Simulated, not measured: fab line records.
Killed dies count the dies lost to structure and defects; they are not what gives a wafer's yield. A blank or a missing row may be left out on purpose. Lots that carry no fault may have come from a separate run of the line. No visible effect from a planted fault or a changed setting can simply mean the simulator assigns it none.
Which of the tools did it? ; flow sky130 ; 34 wafers from 12 lots sampled at 5 of the route's 708 steps

WHAT THE GAUGES READ, wafer by wafer
SKY_VT_ADJUST_PCH_OVL_MEAS_07. Usual: VT_ADJUST_PCH_OVL typically reads 1.3 nm, with standard deviation 1.3.
lot;measured;on;VT_ADJUST_PCH_OVL (nm);flag
L640;day 10 17:26;overlay-02;3.3 2.8 2.2;
L641;day 11 03:32;overlay-02;1.9 2.7 3.0;
L645;day 12 07:04;overlay-01;1.9 1.4 0.5;
L646;day 12 13:10;overlay-01;1.2 -1.2 0.6;
L649;day 13 15:12;overlay-01;1.9 -1.2 1.8;
L650;day 13 21:14;overlay-01;1.4 -0.3 1.1;
L651;day 14 03:41;overlay-02;1.1 1.2 1.3;
L655;day 15 07:41;overlay-01;0.3 2.9 0.7;
L657;day 15 18:32;overlay-02;- 1.8 3.3;
L658;day 16 03:17;overlay-02;- 1.2;
L660;day 16 17:17;overlay-02;- 2.2;
L662;day 17 07:07;overlay-01;0.5 0.9 0.6;

WHAT TOOL EACH LOT RAN ON (gives the tool, then ch and the chambers of the sampled wafers, and finally the start)
lot;SKY_PWDE_STRIP_09;SKY_VT_ADJUST_LVTN_STRIP_09;SKY_VT_ADJUST_NCORE_STRIP_10;SKY_VT_ADJUST_PCH_DEVELOP_06
L640;plasma-asher-02 ch 0,1, day 4 03:46;plasma-asher-02 ch 1, day 7 05:48;plasma-asher-02 ch 0, day 8 22:25;litho-track-03 ch 0, day 10 17:00
L641;plasma-asher-01 ch 0,1, day 4 11:22;plasma-asher-02 ch 0,1, day 7 13:19;plasma-asher-01 ch 0,1, day 9 06:29;litho-track-03 ch 0, day 11 03:00
L645;plasma-asher-01 ch 0,1, day 5 08:16;plasma-asher-01 ch 0,1, day 8 14:01;plasma-asher-02 ch 0,1, day 10 09:43;litho-track-02 ch 0, day 12 06:00
L646;plasma-asher-02 ch 1, day 5 12:30;plasma-asher-01 ch 0,1, day 8 20:22;plasma-asher-03 ch 0,1, day 10 16:34;litho-track-02 ch 0, day 12 13:00
L649;plasma-asher-03 ch 0,1, day 6 06:08;plasma-asher-01 ch 0,1, day 9 20:10;plasma-asher-02 ch 0,1, day 11 16:39;litho-track-03 ch 0, day 13 15:00
L650;plasma-asher-03 ch 0,1, day 6 14:31;plasma-asher-01 ch 0,1, day 10 01:58;plasma-asher-03 ch 1, day 11 22:19;litho-track-03 ch 0, day 13 21:00
L651;plasma-asher-02 ch 0,1, day 6 18:22;plasma-asher-02 ch 0,1, day 10 06:24;plasma-asher-01 ch 0,1, day 12 03:34;litho-track-03 ch 0, day 14 03:00
L655;plasma-asher-02 ch 0,1, day 7 14:55;plasma-asher-04 ch 0, day 11 04:58;plasma-asher-01 ch 0, day 13 03:10;litho-track-03 ch 0, day 15 07:00
L657;plasma-asher-03 ch 0,1, day 8 00:06;plasma-asher-01 ch 0,1, day 11 15:31;plasma-asher-02 ch 0,1, day 13 12:32;litho-track-03 ch 0, day 15 18:00
L658;plasma-asher-02 ch 0, day 8 05:39;plasma-asher-01 ch 0, day 11 21:52;plasma-asher-03 ch 0,1, day 13 21:17;litho-track-03 ch 0, day 16 03:00
L660;plasma-asher-02 ch 0, day 8 16:54;plasma-asher-04 ch 0,1, day 12 09:52;plasma-asher-03 ch 0,1, day 14 10:10;litho-track-03 ch 0, day 16 17:00
L662;plasma-asher-03 ch 0,1, day 9 04:54;plasma-asher-04 ch 0,1, day 12 21:51;plasma-asher-01 ch 0, day 15 00:17;litho-track-02 ch 0, day 17 06:00
- SKY_PWDE_STRIP_09: strips in O2/N2.
- SKY_VT_ADJUST_LVTN_STRIP_09: strips in O2/N2.
- SKY_VT_ADJUST_NCORE_STRIP_10: strips in O2/N2.
- SKY_VT_ADJUST_PCH_DEVELOP_06: develop time 60 s.

WHAT THE TOOLS THEMSELVES READ (means of the sampled wafers that have a number; where no wafer has one, the mark that the record gives instead)
SKY_PWDE_STRIP_09. Usual: chamber-pressure-mTorr 1500.1 mTorr, standard deviation 1.4; drypump-motor-current-A 5.9 A, standard deviation 0.48; o2-flow-sccm 3000 sccm, standard deviation 9.2; oes-product-au 0.723 a.u., standard deviation 0.0044; strip-time-to-endpoint-s 36.90 s, standard deviation 0.098.
lot;tool;chamber-pressure-mTorr (mTorr);drypump-motor-current-A (A);o2-flow-sccm (sccm);oes-product-au (a.u.);strip-time-to-endpoint-s (s);flag
L640;plasma-asher-02;1500.2;6.0;3004;0.719;37.12;
L641;plasma-asher-01;1501.4;5.9;2998;0.724;36.92;
L645;plasma-asher-01;1499.7;5.8;3004;0.720;36.91;
L646;plasma-asher-02;1499.6;5.4;3010;0.723;36.78;
L649;plasma-asher-03;1500.7;5.8;2995;0.722;36.93;
L650;plasma-asher-03;1500.6;5.8;2996;0.722;36.74;
L651;plasma-asher-02;1499.9;5.7;3008;0.725;36.87;
L655;plasma-asher-02;1500.7;5.7;3009;0.720;36.96;
L657;plasma-asher-03;1499.5;6.2;3005;0.725;36.80;
L658;plasma-asher-02;1499.4;6.2;3000;0.728;36.87;
L660;plasma-asher-02;1498.6;6.2;3007;0.723;36.77;
L662;plasma-asher-03;1499.4;6.2;2993;0.723;36.99;

SKY_VT_ADJUST_LVTN_STRIP_09. Usual: chamber-pressure-mTorr 1499.9 mTorr, standard deviation 1.3; drypump-motor-current-A 5.7 A, standard deviation 0.31; o2-flow-sccm 2999 sccm, standard deviation 8.6; oes-product-au 0.722 a.u., standard deviation 0.0043; strip-time-to-endpoint-s 36.90 s, standard deviation 0.11.
lot;tool;chamber-pressure-mTorr (mTorr);drypump-motor-current-A (A);o2-flow-sccm (sccm);oes-product-au (a.u.);strip-time-to-endpoint-s (s);flag
L640;plasma-asher-02;1500.2;5.4;3001;0.723;36.92;
L641;plasma-asher-02;1499.2;5.7;3003;0.721;36.87;
L645;plasma-asher-01;1499.1;5.7;3003;0.722;36.90;
L646;plasma-asher-01;1500.1;5.9;2996;0.723;36.85;
L649;plasma-asher-01;1499.3;5.7;3009;0.723;36.92;
L650;plasma-asher-01;1499.7;5.8;2993;0.722;36.93;
L651;plasma-asher-02;1500.6;5.7;3006;0.719;36.97;
L655;plasma-asher-04;1499.1;5.3;3000;0.720;37.18;
L657;plasma-asher-01;1500.4;5.7;3003;0.726;37.00;
L658;plasma-asher-01;1499.2;5.6;3004;0.724;36.80;
L660;plasma-asher-04;1500.7;5.5;3009;0.722;37.00;
L662;plasma-asher-04;1500.3;5.6;3004;0.725;36.82;

SKY_VT_ADJUST_NCORE_STRIP_10. Usual: chamber-pressure-mTorr 1500.1 mTorr, standard deviation 1.5; drypump-motor-current-A 5.9 A, standard deviation 0.46; o2-flow-sccm 3000 sccm, standard deviation 9; oes-product-au 0.715 a.u., standard deviation 0.0046; strip-time-to-endpoint-s 14.18 s, standard deviation 0.042.
lot;tool;chamber-pressure-mTorr (mTorr);drypump-motor-current-A (A);o2-flow-sccm (sccm);oes-product-au (a.u.);strip-time-to-endpoint-s (s);flag
L640;plasma-asher-02;1500.7;6.3;2997;0.712;14.09;
L641;plasma-asher-01;1500.4;5.9;3011;0.716;14.14;
L645;plasma-asher-02;1499.9;5.9;2992;0.715;14.20;
L646;plasma-asher-03;1500.4;5.8;3001;0.713;14.15;
L649;plasma-asher-02;1499.6;5.7;3000;0.713;14.23;
L650;plasma-asher-03;1498.4;6.6;3001;0.713;14.25;
L651;plasma-asher-01;1500.1;5.9;3013;0.718;14.20;
L655;plasma-asher-01;1500.3;5.6;3006;0.718;14.19;
L657;plasma-asher-02;1499.5;6.0;3001;0.717;14.20;
L658;plasma-asher-03;1501.2;6.0;2995;0.714;14.16;
L660;plasma-asher-03;1501.0;6.0;2986;0.714;14.20;
L662;plasma-asher-01;1500.3;5.6;2994;0.710;14.22;

THE ANSWER, worked out from the rows above alone
Rule: lot off if the mean of its wafers having a number is beyond 3 standard deviations from the usual mean. A lot without any number at a reading at which 4 lots or more have one is off too. All remaining lots with rows at the step are treated as sound. After the gauges, taken in route order, come the tools' own readings; for these a lot's mean is taken, as printed above. The first step at which some lot is off is used, and at that step the reading that is off furthest; a lot without a number counts as furthest.
No lot is off on any of the readings shown, so nothing can be concluded from this.

WHAT THE SIMULATOR HAD PUT IN
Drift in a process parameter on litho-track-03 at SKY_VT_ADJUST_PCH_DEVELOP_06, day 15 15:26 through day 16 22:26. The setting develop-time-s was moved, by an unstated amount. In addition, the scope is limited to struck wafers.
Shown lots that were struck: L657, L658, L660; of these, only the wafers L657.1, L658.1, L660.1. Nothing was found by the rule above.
